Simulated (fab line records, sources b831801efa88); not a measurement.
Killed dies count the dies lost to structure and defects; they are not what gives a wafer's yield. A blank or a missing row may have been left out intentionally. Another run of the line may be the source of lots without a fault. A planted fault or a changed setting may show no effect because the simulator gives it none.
Matching of chambers	flow gf180mcu	4 sister chambers for GF_V5_CMP_26 on cmp-02
The step polishes, stops on SiO2, t overpolish 15 s, target thk 0 nm. 8 wafers are shown with their chamber, then 9 later ones without.

## EACH WAFER AND ITS CHAMBER
wafer	chamber	motor_current_A (A)	slurry_filter_dp_kPa (kPa)
L619.4	3	8.5	13.45
L619.5	0	11.5	13.89
L621.2	1	10.6	13.34
L621.5	2	10.0	13.62
L621.6	1	11.3	13.46
L622.2	2	10.1	13.51
L622.5	0	11.1	13.48
L622.6	3	8.7	13.58

## WAFERS WITHOUT THEIR CHAMBER
wafer	motor_current_A (A)	slurry_filter_dp_kPa (kPa)
L623.1	8.3	13.29
L623.4	11.3	13.47
L623.6	8.2	13.39
L631.3	9.5	13.39
L631.4	10.7	13.34
L631.5	8.4	13.48
L632.3	11.3	13.55
L632.5	11.0	13.48
L632.6	11.2	13.43

## CHAMBER TAKEN BY EACH
wafer	from the rows above	in truth
L623.1	3	3
L623.4	can't be placed: 1 or 0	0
L623.6	3	3
L631.3	can't be placed: 2 or 3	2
L631.4	can't be placed: 1 or 2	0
L631.5	3	3
L632.3	can't be placed: 0 or 1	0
L632.5	can't be placed: 1 or 0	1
L632.6	can't be placed: 1 or 0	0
Correctly placed: 3 of 9. From these rows, 6 cannot be placed; in 5 the true chamber is one of the candidates. 0 placed wrongly.
How it was worked out, from the rows above alone: a wafer's distance from a chamber is the root of the sum, over the readings, of the square of ((its reading less the chamber's mean) divided by the reading's scatter). If the next closest chamber is less than 2 further off than the closest, the wafer can't be placed; otherwise it belongs to the closest. The mean given for a chamber averages the wafers shown for that chamber. How the scatter is found: for the shown wafers, subtract from each reading the mean of its chamber, square and add these, divide the total by (wafers less chambers), then take the root.
